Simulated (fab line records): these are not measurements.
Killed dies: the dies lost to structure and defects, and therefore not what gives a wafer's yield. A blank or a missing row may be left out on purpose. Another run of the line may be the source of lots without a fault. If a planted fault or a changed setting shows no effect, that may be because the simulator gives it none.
The same fault as seen by 2 desks :: flow sfq line :: only its own numbers are on each desk; what lay behind them is given at the end

== DESK OF THE TOOL OWNER: rie diel-04 ==
The tool's own readings at SFQ_TRILAYER_L0_VIA_BARC_OPEN_VIA_ETCH_021 (etches BARC in O2, target depth 125 nm, time 41.7 s): means of the sampled wafers that have a number, for each lot that ran on this tool. Any lot whose mean is over 4 standard deviations away from the usual mean is out of limits and marked OUT; that distance is given in the brackets.
Columns: A = chamber pressure mTorr at SFQ_TRILAYER_L0_VIA_BARC_OPEN_VIA_ETCH_021, usual 29.997 mTorr; B = drypump motor current A at SFQ_TRILAYER_L0_VIA_BARC_OPEN_VIA_ETCH_021, usual 5.9 A; C = oes product au at SFQ_TRILAYER_L0_VIA_BARC_OPEN_VIA_ETCH_021, usual 0.686 a.u.; D = run length s at SFQ_TRILAYER_L0_VIA_BARC_OPEN_VIA_ETCH_021, usual 70.2 s
lot: L607
first seen here: day 6 01:14
A: 29.982
B: 5.6
C: 0.689
D: 70.1

lot: L608
first seen here: day 6 04:50
A: 30.015
B: 6.1
C: 0.667 (-4.0) OUT
D: 73.6 (+8.3) OUT

lot: L609
first seen here: day 6 14:26
A: 30.028
B: 6.0
C: 0.664 (-4.6) OUT
D: 73.7 (+8.5) OUT

lot: L619
first seen here: day 9 00:58
A: 29.989
B: 6.2
C: 0.684
D: 70.1
This desk finds L608, L609 out of limits, L608 being first, at day 6 04:50 (oes product au at SFQ_TRILAYER_L0_VIA_BARC_OPEN_VIA_ETCH_021). L607, L619 stayed within limits.

== AT THE METROLOGY DESK ==
What the gauges read, lot by lot, whatever tool the lot ran on: means of the sampled wafers that have a number. Any lot whose mean is over 4 standard deviations away from the usual mean is out of limits and marked OUT; that distance is given in the brackets.
Columns: A = L0V_OVL at SFQ_L0V_OVL_MEAS_903, usual -2 nm; B = I4_BOW at SFQ_I4_BOW_MEAS_927, usual 3 um
lot: L605
first seen here: day 5 14:19
A: 3
B: -1

lot: L607
first seen here: day 6 01:13
A: -1
B: 2

lot: L608
first seen here: day 6 04:49
A: -6
B: 3

lot: L609
first seen here: day 6 14:25
A: 5
B: 5

lot: L610
first seen here: day 6 16:50
A: -1
B: 14

lot: L615
first seen here: day 7 23:46
A: -3
B: 7

lot: L618
first seen here: day 8 20:08
A: -11
B: 0

lot: L619
first seen here: day 9 00:56
A: 1
B: 3

lot: L620
first seen here: day 9 07:41
A: 3
B: 4

lot: L621
first seen here: day 9 12:29
A: -8
B: -1

lot: L622
first seen here: day 9 18:29
A: 1
B: 2

lot: L623
first seen here: day 9 23:17
A: 0
B: 5

lot: L625
first seen here: day 10 12:29
A: 1
B: -4

lot: L626
first seen here: day 10 18:29
A: 0
B: -3
This desk's finding: nothing out of limits on any of the 14 lots.

== PUT TOGETHER ==
At day 6 04:50, on L608, L609, the tool owner's desk was in a position to raise an alarm.
Nothing out of limits was seen by the metrology desk.
The metrology desk has L608, L609 on record, within its limits.
On rie diel-04, each named lot ran SFQ_TRILAYER_L0_VIA_BARC_OPEN_VIA_ETCH_021.

== WHAT THE SIMULATOR HAD INSERTED ==
rie diel-04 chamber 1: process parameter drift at SFQ_TRILAYER_L0_VIA_BARC_OPEN_VIA_ETCH_021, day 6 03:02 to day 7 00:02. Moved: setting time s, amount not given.
Lots struck among those shown: L608, L609.
Hours from the fault's start to each desk's first reading out of limits: the tool owner's desk, 2.
